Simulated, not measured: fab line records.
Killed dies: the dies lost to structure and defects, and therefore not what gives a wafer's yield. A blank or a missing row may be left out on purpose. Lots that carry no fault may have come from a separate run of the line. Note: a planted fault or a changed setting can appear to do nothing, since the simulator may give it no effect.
fab line records ; flow sky130 ; part 2 of 2: steps 27 to 35 of 35
[record] lots = 5; wafers = 15; last_day = 50
route steps=708 shown METAL4@599 CAP2M@603
lots with no fault: from the same line, run without faults
start_h: hours from the record's first day to the start of the lot's first wafer shown ; wait_h: hours from the lot's prior step to this one ; " as in the row above ; L1.1+2: several wafers, shown together as one row ; - no value, or no start given ; * or withheld: withheld ; < > ~ a bound
route shown NAME@n: a module of which the file shows steps, and the number in the route of the first ; usual: the fault-free wafers' mean and standard deviation ; same: alike in all rows ; chamber/n: place in a boat ; sites: the reading at each site ; _std_site: standard deviation of those values ; _edge_site: outer sites' mean less inner sites' ; radius_mm: how far each site lies from the wafer's centre ; mask NAME#n: copy n ; behind: the last tool/chamber to shape the wafer ; hold: reason for holding the lot/hours on hold/outcome of the hold ; device: the n, p or np transistor that did not switch ; end of line: the same wafers' tests at the end of the route ; step lacking rows: just its recipe ; killed: not the wafer's yield, but the dies lost to structure and defects at the first sort ; map: shows each die of a wafer: x if killed, . if not, _ if none is there
set.NAME: the setting as run; set.NAME@STEP: as run at that earlier step ; model.NAME: the simulator's own value behind a step, which no gauge read
lots at selected steps of the route; one table per step, one row per wafer
services: the hour from which a tool's chamber was out of use, counted from the record's first day as start_h (under 0 if before that day), plus the number of hours and why
[[steps]]
[step SKY_METAL4_SOFTBAKE_09]
[recipe] temp_c = 100; time_s = 90; resist = KrF-thick
[usual] heater_power_total_W = 57.36/0.13; resist_line_temp_C = 22.98/0.1
lot.wafer;tool;chamber;start_h;wait_h;heater_power_total_W;resist_line_temp_C
L082.1;litho_track-02;0;-;-;57.47;23.07
L082.4;litho_track-02;0;-;-;57.41;22.93
L082.6;litho_track-02;0;-;-;57.36;22.99
L090.1;litho_track-02;0;-;-;57.20;22.85
L090.3;litho_track-02;0;-;-;57.24;22.82
L090.6;litho_track-02;0;-;-;57.30;22.77
L092.1;litho_track-02;0;-;-;57.16;22.88
L092.2;litho_track-02;0;-;-;57.35;23.07
L092.5;litho_track-02;0;-;-;57.27;22.95
L095.2;litho_track-04;0;-;-;57.44;23.03
L095.4;litho_track-04;0;-;-;57.18;23.06
L095.6;litho_track-04;0;-;-;57.18;22.89
L096.1;litho_track-02;0;-;-;57.44;22.80
L096.4;litho_track-02;0;-;-;57.17;22.99
L096.5;litho_track-02;0;-;-;57.37;22.95
[step SKY_METAL4_EXPOSE_10]
[recipe] mask_id = MM4; na = 0.68; source_shape = annular; sigma_inner = 0.4; sigma_outer = 0.8; target_cd_nm = 300; dose_mj = 28
lot.wafer;tool;chamber;start_h;wait_h;mask
L082.1+4+6;krf_scanner-01;0;-;-;MM4#0
L090.1+3+6;krf_scanner-02;0;-;-;MM4#0
L092.1+2+5;krf_scanner-02;0;-;-;MM4#0
L095.2+4+6;krf_scanner-02;0;-;-;MM4#0
L096.1+4+5;krf_scanner-01;0;-;-;MM4#0
[step SKY_METAL4_PEB_11]
[recipe] peb_temp_c = withheld; peb_time_s = withheld; resist = KrF-thick
[usual] resist_line_temp_C = *
lot.wafer;tool;chamber;start_h;wait_h;resist_line_temp_C
L082.1;litho_track-02;0;-;-;*
L082.4;litho_track-02;0;-;-;*
L082.6;litho_track-02;0;-;-;*
L090.1;litho_track-04;0;-;-;*
L090.3;litho_track-04;0;-;-;*
L090.6;litho_track-04;0;-;-;*
L092.1;litho_track-02;0;-;-;*
L092.2;litho_track-02;0;-;-;*
L092.5;litho_track-02;0;-;-;*
L095.2;litho_track-01;0;-;-;*
L095.4;litho_track-01;0;-;-;*
L095.6;litho_track-01;0;-;-;*
L096.1;litho_track-02;0;-;-;*
L096.4;litho_track-02;0;-;-;*
L096.5;litho_track-02;0;-;-;*
[step SKY_METAL4_DEVELOP_12]
[recipe] develop_time_s = 60; resist = KrF-thick; dev_temp_c = 21
[usual] resist_line_temp_C = 23.01/0.1
lot.wafer;tool;chamber;start_h;wait_h;resist_line_temp_C
L082.1;litho_track-02;0;-;-;23.04
L082.4;litho_track-02;0;-;-;23.04
L082.6;litho_track-02;0;-;-;23.01
L090.1;litho_track-04;0;-;-;23.02
L090.3;litho_track-04;0;-;-;23.00
L090.6;litho_track-04;0;-;-;22.82
L092.1;litho_track-02;0;-;-;22.80
L092.2;litho_track-02;0;-;-;22.73
L092.5;litho_track-02;0;-;-;22.87
L095.2;litho_track-01;0;-;-;23.00
L095.4;litho_track-01;0;-;-;22.96
L095.6;litho_track-01;0;-;-;23.21
L096.1;litho_track-02;0;-;-;22.99
L096.4;litho_track-02;0;-;-;22.99
L096.5;litho_track-02;0;-;-;22.97
[step SKY_METAL4_CD_MEAS_13]
[recipe] target_cd_nm = 300
[usual] cd_nm = 300.7/1.4
lot.wafer;tool;chamber;start_h;wait_h;cd_nm
L082.1;cd_sem-01;-;1038.36;-;299.3
L082.4;cd_sem-01;-;1038.36;-;299.3
L082.6;cd_sem-01;-;1038.36;-;299.3
L090.1;cd_sem-01;-;1088.29;-;300.6
L090.3;cd_sem-01;-;1088.29;-;300.7
L090.6;cd_sem-01;-;1088.29;-;301.0
L092.1;cd_sem-01;-;1095.26;-;303.9
L092.2;cd_sem-01;-;1095.26;-;302.1
L092.5;cd_sem-01;-;1095.26;-;303.0
L095.2;cd_sem-02;-;1110.53;-;300.7
L095.4;cd_sem-02;-;1110.53;-;300.8
L095.6;cd_sem-02;-;1110.53;-;301.1
L096.1;cd_sem-01;-;1113.76;-;299.3
L096.4;cd_sem-01;-;1113.76;-;299.4
L096.5;cd_sem-01;-;1113.76;-;298.2
[step SKY_METAL4_OVL_MEAS_14]
[usual] METAL4_OVL = -5/4.7
lot.wafer;tool;chamber;start_h;wait_h;METAL4_OVL[nm]
L082.1;overlay-01;-;1038.48;0.1;-10
L082.4;overlay-01;-;1038.48;0.1;-11
L082.6;overlay-01;-;1038.48;0.1;-5
L090.1;overlay-01;-;1088.41;0.1;-10
L090.3;overlay-01;-;1088.41;0.1;-6
L090.6;overlay-01;-;1088.41;0.1;-7
L092.1;overlay-01;-;1095.38;0.1;-5
L092.2;overlay-01;-;1095.38;0.1;-10
L092.5;overlay-01;-;1095.38;0.1;-2
L095.2;overlay-02;-;1110.64;0.1;-2
L095.4;overlay-02;-;1110.64;0.1;-3
L095.6;overlay-02;-;1110.64;0.1;-2
L096.1;overlay-01;-;1113.88;0.1;0
L096.4;overlay-01;-;1113.88;0.1;-3
L096.5;overlay-01;-;1113.88;0.1;-5
[step SKY_METAL4_DESCUM_15]
[recipe] chemistry = O2; source_power_w = 150; bias_power_w = 0; pressure_mtorr = 10; temp_c = 40; time_s = 8
[usual] drypump_motor_current_A = 5.86/0.25; oes_product_au = 1.000/0.0096
lot.wafer;tool;chamber;start_h;wait_h;drypump_motor_current_A;oes_product_au;rf_hours_counter_h
L082.1;rie_metal-03;1;1038.51;0.0;5.97;0.989;19
L082.4;rie_metal-03;1;1038.51;0.0;6.01;0.991;-
L082.6;rie_metal-03;0;1038.51;0.0;6.08;0.984;-
L090.1;rie_metal-01;0;1088.44;0.0;5.46;1.009;1
L090.3;rie_metal-01;0;1088.44;0.0;5.44;1.008;-
L090.6;rie_metal-01;1;1088.44;0.0;6.16;1.000;-
L092.1;rie_metal-01;1;1095.41;0.0;6.16;1.003;25
L092.2;rie_metal-01;0;1095.41;0.0;5.45;1.015;1
L092.5;rie_metal-01;0;1095.41;0.0;5.43;1.019;-
L095.2;rie_metal-02;0;1110.67;0.0;5.63;1.014;14
L095.4;rie_metal-02;0;1110.67;0.0;5.63;1.008;-
L095.6;rie_metal-02;0;1110.67;0.0;5.63;1.008;-
L096.1;rie_metal-01;1;1113.91;0.0;6.15;1.006;26
L096.4;rie_metal-01;0;1113.91;0.0;5.44;1.019;-
L096.5;rie_metal-01;0;1113.91;0.0;5.44;1.010;-
[step SKY_METAL4_ETCH_16]
[recipe] chemistry = N2/H2; target = BARC; ion_energy_ev = 200; bias_w = 100; pressure_mtorr = 30; n2_flow_sccm = 100; h2_flow_sccm = 200; icp_w = 500; stop_on = SiO2; time_s = 88.2; target_depth_a = 600
[usual] drypump_motor_current_A = 5.87/0.25; oes_product_au = 0.626/0.0044; throttle_valve_pct = 13.205/0.009
lot.wafer;tool;chamber;start_h;wait_h;drypump_motor_current_A;oes_product_au;rf_hours_counter_h;throttle_valve_pct
L082.1;rie_metal-03;1;1038.54;0.0;6.00;0.623;19;13.212
L082.4;rie_metal-03;1;1038.54;0.0;5.96;0.634;-;13.209
L082.6;rie_metal-03;0;1038.54;0.0;6.05;0.621;-;13.211
L090.1;rie_metal-01;0;1088.49;0.0;5.44;0.631;1;13.207
L090.3;rie_metal-01;0;1088.49;0.0;5.48;0.629;-;13.194
L090.6;rie_metal-01;1;1088.49;0.0;6.20;0.621;-;13.202
L092.1;rie_metal-01;1;1095.45;0.0;6.17;0.624;25;13.196
L092.2;rie_metal-01;0;1095.45;0.0;5.47;0.625;1;13.218
L092.5;rie_metal-01;0;1095.45;0.0;5.52;0.627;-;13.210
L095.2;rie_metal-02;0;1110.70;0.0;5.66;0.629;14;13.201
L095.4;rie_metal-02;0;1110.70;0.0;5.60;0.637;-;13.213
L095.6;rie_metal-02;0;1110.70;0.0;5.62;0.622;-;13.214
L096.1;rie_metal-01;1;1113.95;0.0;6.17;0.621;26;13.205
L096.4;rie_metal-01;0;1113.95;0.0;5.48;0.621;-;13.197
L096.5;rie_metal-01;0;1113.95;0.0;5.49;0.631;-;13.201
[step SKY_METAL4_ETCH_17]
[recipe] target = SiO2; stop_on = TiN; chemistry = C4F8/O2/Ar; source_w = 1500; bias_w = 1200; pressure_mtorr = 40; c4f8_flow_sccm = withheld; O2_flow_sccm = 6; Ar_flow_sccm = 300; time_s = 3.9; target_depth_a = 150
[usual] oes_product_au = 0.754/0.0062
lot.wafer;tool;chamber;start_h;wait_h;oes_product_au;rf_hours_counter_h
L082.1;rie_diel-04;3;1038.64;0.1;0.747;2
L082.4;rie_diel-04;1;1038.64;0.1;0.749;1
L082.6;rie_diel-04;2;1038.64;0.1;0.765;-
L090.1;rie_diel-04;0;1088.62;0.1;0.751;14
L090.3;rie_diel-04;1;1088.62;0.1;0.762;3
L090.6;rie_diel-04;0;1088.62;0.1;0.758;-
L092.1;rie_diel-04;1;1095.54;0.1;0.747;3
L092.2;rie_diel-04;0;1095.54;0.1;0.757;14
L092.5;rie_diel-04;2;1095.54;0.1;0.761;-
L095.2;rie_diel-04;3;1110.80;0.1;0.751;5
L095.4;rie_diel-04;2;1110.80;0.1;0.762;14
L095.6;rie_diel-04;3;1110.80;0.1;0.748;-
L096.1;rie_diel-04;0;1114.04;0.1;0.751;15
L096.4;rie_diel-04;2;1114.04;0.1;0.765;14
L096.5;rie_diel-04;0;1114.04;0.1;0.760;-
[[services]]
tool;chamber;start_h;hours;kind
rie_metal-03;-;972.78;0.2;repair
krf_scanner-02;-;975.78;1.0;pm
krf_scanner-02;-;983.16;2.0;repair
rie_metal-04;-;984.47;2.4;repair
pecvd-03;-;989.27;2.8;pm
pecvd-03;1;992.18;4.8;repair
rie_diel-04;-;1004.02;4.3;pm
rie_metal-03;0;1005.12;3.6;repair
rie_metal-02;-;1005.52;2.8;pm
iline_stepper-01;-;1006.25;1.2;repair
rie_metal-04;-;1007.18;0.6;repair
plasma_asher-04;-;1017.93;1.2;repair
krf_scanner-02;-;1032.97;1.3;pm
krf_scanner-01;-;1038.89;3.3;repair
iline_stepper-01;-;1043.56;2.1;pm
rie_diel-04;3;1053.10;3.7;repair
krf_scanner-01;-;1059.43;1.3;pm
krf_scanner-02;-;1067.45;5.4;repair
rie_metal-01;-;1073.72;1.0;repair
pvd_sputter-03;-;1080.65;13.4;repair
pvd_sputter-03;-;1086.78;0.9;repair
rie_metal-01;-;1101.72;0.8;repair
rie_diel-04;0;1107.13;3.4;repair
krf_scanner-02;-;1110.30;0.8;pm
